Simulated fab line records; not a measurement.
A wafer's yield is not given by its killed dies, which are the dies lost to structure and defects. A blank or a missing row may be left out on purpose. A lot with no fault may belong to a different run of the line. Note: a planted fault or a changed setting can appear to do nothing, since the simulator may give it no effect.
Matching of chambers :: flow sfq line :: rie diel-04 running SFQ_TRILAYER_I6_VIA_BARC_OPEN_VIA_ETCH_235: 4 sister chambers
The step etches BARC in O2, target depth 125 nm, time 41.7 s. 16 wafers are shown with their chamber, then 8 later ones without.

== EACH WAFER AND ITS CHAMBER ==
wafer: L896.2
chamber: 2
drypump motor current A (A): 6.2
oes product au (a.u.): 0.691

wafer: L896.4
chamber: 1
drypump motor current A (A): 5.7
oes product au (a.u.): 0.681

wafer: L896.6
chamber: 2
drypump motor current A (A): 6.2
oes product au (a.u.): 0.685

wafer: L897.1
chamber: 1
drypump motor current A (A): 5.7
oes product au (a.u.): 0.693

wafer: L897.3
chamber: 0
drypump motor current A (A): 6.6
oes product au (a.u.): 0.688

wafer: L897.6
chamber: 0
drypump motor current A (A): 6.6
oes product au (a.u.): 0.688

wafer: L900.2
chamber: 3
drypump motor current A (A): 6.2
oes product au (a.u.): 0.694

wafer: L900.5
chamber: 3
drypump motor current A (A): 6.2
oes product au (a.u.): 0.693

wafer: L900.6
chamber: 0
drypump motor current A (A): 6.5
oes product au (a.u.): 0.688

wafer: L905.1
chamber: 1
drypump motor current A (A): 5.7
oes product au (a.u.): 0.682

wafer: L905.3
chamber: 0
drypump motor current A (A): 6.6
oes product au (a.u.): 0.688

wafer: L905.6
chamber: 2
drypump motor current A (A): 6.2
oes product au (a.u.): 0.681

wafer: L906.3
chamber: 1
drypump motor current A (A): 5.7
oes product au (a.u.): 0.688

wafer: L906.4
chamber: 2
drypump motor current A (A): 6.2
oes product au (a.u.): 0.689

wafer: L906.6
chamber: 0
drypump motor current A (A): 6.5
oes product au (a.u.): 0.680

wafer: L909.1
chamber: 3
drypump motor current A (A): 6.2
oes product au (a.u.): 0.688

SIGNATURES (means of the wafers above)
reading: drypump motor current A
chamber 0: 6.560
chamber 1: 5.700
chamber 2: 6.200
chamber 3: 6.200
scatter within a chamber: 0.0316

reading: oes product au
chamber 0: 0.68640
chamber 1: 0.68600
chamber 2: 0.68650
chamber 3: 0.69167
scatter within a chamber: 0.00433
Rule: distance of a wafer from a chamber = root of the sum over the readings of ((wafer's reading minus chamber's mean) / reading's scatter) squared. If the next closest chamber is less than 2 further off than the closest, the wafer can't be placed; otherwise it belongs to the closest. How the scatter is found: for the shown wafers, subtract from each reading the mean of its chamber, square and add these, divide the total by (wafers less chambers), then take the root.

== WAFERS WITH NO CHAMBER GIVEN ==
wafer: L909.3
drypump motor current A (A): 6.5
oes product au (a.u.): 0.688

wafer: L909.4
drypump motor current A (A): 6.2
oes product au (a.u.): 0.685

wafer: L913.1
drypump motor current A (A): 6.2
oes product au (a.u.): 0.684

wafer: L913.3
drypump motor current A (A): 5.7
oes product au (a.u.): 0.690

wafer: L913.6
drypump motor current A (A): 6.2
oes product au (a.u.): 0.679

wafer: L915.3
drypump motor current A (A): 6.5
oes product au (a.u.): 0.683

wafer: L915.4
drypump motor current A (A): 6.2
oes product au (a.u.): 0.689

wafer: L915.6
drypump motor current A (A): 5.7
oes product au (a.u.): 0.681

== THE CHAMBER EACH PASSED THROUGH ==
wafer: L909.3
from the rows above: 0
in truth: 0

wafer: L909.4
from the rows above: can't be placed: 2 or 3
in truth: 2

wafer: L913.1
from the rows above: can't be placed: 2 or 3
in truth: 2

wafer: L913.3
from the rows above: 1
in truth: 1

wafer: L913.6
from the rows above: can't be placed: 2 or 3
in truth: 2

wafer: L915.3
from the rows above: 0
in truth: 0

wafer: L915.4
from the rows above: can't be placed: 2 or 3
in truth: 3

wafer: L915.6
from the rows above: 1
in truth: 1
4 of 8 placed correctly. Cannot be placed on the basis of these rows: 4; the candidates contain the true chamber in 4. Placed wrongly: 0.
